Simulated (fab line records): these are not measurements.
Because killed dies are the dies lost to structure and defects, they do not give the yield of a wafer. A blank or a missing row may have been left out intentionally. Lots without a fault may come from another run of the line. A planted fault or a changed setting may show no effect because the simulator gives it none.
A lot that was struck, set against a sound lot    flow sky130    16 steps out of a route of 708
Sound: the wafers L677.3, L677.4, L677.5. The struck wafers were L685.1, L685.3, L685.6. The cause is given at the end.
Each step with rows lists, per side, the tool, then ch with its chambers, then its first start. Under that, the readings that differ: sound wafers    struck wafers    difference of the means    sigmas: that difference in standard deviations of wafers without a fault.
alike: a reading whose means differ by less than 2 such deviations, as well as words and numbers matching on both sides. not compared: withheld readings; readings where some wafer has no value; bounds like >300 that might hide an equal value; numbers whose values overlap and for which the record gives no deviation.
Wherever a step has rows on one side only, a row that says differs or no value, or a row with sigmas, the two part there. When numbers do not overlap yet have no deviation, they are printed without sigmas and do not part them. Lack of a reading on every wafer of one side parts them only where that side has two or more wafers.

first, 5 steps without rows for these wafers: SKY_POLY_GATE_COAT_08 (resist thk 450 nm); SKY_POLY_GATE_SOFTBAKE_09 (time 90 s); SKY_POLY_GATE_EXPOSE_10 (exposes mask P1M, target cd 150 nm); SKY_POLY_GATE_PEB_11; SKY_POLY_GATE_DEVELOP_12 (develop time 60 s).
SKY_POLY_GATE_CD_MEAS_13: target cd 150 nm.
  sound on cdSem-02 at day 18 06:05; struck on cdSem-02 at day 21 05:46
  alike: cdNm
SKY_POLY_GATE_OVL_MEAS_14:
  sound on overlay-02 at day 18 06:11; struck on overlay-02 at day 21 05:53
  alike: POLY_GATE_OVL
SKY_POLY_GATE_ETCH_15: etches BARC in N2/H2, stops on SiO2, time 118.5 s, target depth 110 nm.
  sound on rieDiel-03 ch 1,2,3, day 18 06:12; struck on rieDiel-01 ch 1,2, day 21 05:55
  alike: drypumpMotorCurrentA, oesProductAu, throttleValvePct
  not compared: rfHoursCounterH
SKY_POLY_GATE_ETCH_16: etches Si3N4 in CH3F/O2, stops on poly-Si, time 147.5 s, target depth 75 nm.
  sound on rieDiel-03 ch 1,2,3, day 18 06:17; struck on rieDiel-01 ch 1,2, day 21 06:00
  alike: O2_flow_sccm, drypumpMotorCurrentA, oesProductAu, throttleValvePct
  not compared: rfHoursCounterH
SKY_POLY_GATE_ETCH_17: etches poly-Si in HBr/Cl2, stops on SiO2, target depth 180 nm, time 70.5 s.
  sound on rieSi-01 ch 2,3, day 18 06:23; struck on rieSi-01 ch 1,2,3, day 21 06:06
  alike: drypumpMotorCurrentA, oesProductAu, throttleValvePct
  not compared: rfHoursCounterH
SKY_POLY_GATE_STRIP_18: strips in O2/N2.
  sound on plasmaAsher-03 ch 0,1, day 18 06:28; struck on plasmaAsher-04 ch 0,1, day 21 06:10
  alike: drypumpMotorCurrentA, o2FlowSccm, oesProductAu, stripTimeToEndpointS
  not compared: rfHoursCounterH
then, 1 step without rows for these wafers: SKY_POLY_GATE_CLEAN_19 (cleans in SC1/SC2, time 150 s).
SKY_POLY_GATE_OXIDATION_20: stabilise 600 s, purge 300 s, target thk 4 nm.
  sound on furnace-02 ch 0, day 18 07:59; struck on furnace-01 ch 0, day 21 06:19
reading                                          sound              struck                difference  sigmas
oxTimeS (s)                                      899 899 899        1078.8 1078.8 1078.8  +179.8      
model.SiO2_of_POLY_GATE_OXIDATION_20.thkNm (nm)  3.955 3.998 3.971  4.61 4.613 4.619      +0.64       
SKY_POLY_GATE_THK_MEAS_21:
  sound on filmMetro-01 at day 18 09:16; struck on filmMetro-03 at day 21 07:34
reading                       sound           struck          difference  sigmas
POLY_GATE_OXIDATION_THK (nm)  3.95 4.05 3.96  4.68 4.63 4.63  +0.66       +10
SKY_POLY_GATE_CD_MEAS_22:
  sound on cdSem-02 at day 18 09:21; struck on cdSem-02 at day 21 07:38
  alike: cdNm
-- here the record skips 28 days between the struck wafers' starts before and after, leaving off in module POLY_GATE and picking up in module PAD_OPEN (first step shown: number 708 of the route) --
SKY_PAD_OPEN_PROBE_99:
  sound on prober-01 at day 47 01:08; struck on prober-01 at day 48 21:23
reading                   sound              struck             difference  sigmas
model.etest.tipN.rsOhmSq  439.4 445.6 445.1  446.2 448.9 450.2  +5.1        
  alike: killed_at_M0_to_M3, killed_at_M4_up, killedAtContacts, killedAtFrontEnd, killedAtOther, killedDies, killedOpen, killedShort

## WHERE THEY PART
At SKY_POLY_GATE_THK_MEAS_21 and nowhere else, as far as this record goes. Later steps at which nothing parts them and some readings are alike: SKY_POLY_GATE_CD_MEAS_22, SKY_PAD_OPEN_PROBE_99.

WHY: whatever the simulator had introduced
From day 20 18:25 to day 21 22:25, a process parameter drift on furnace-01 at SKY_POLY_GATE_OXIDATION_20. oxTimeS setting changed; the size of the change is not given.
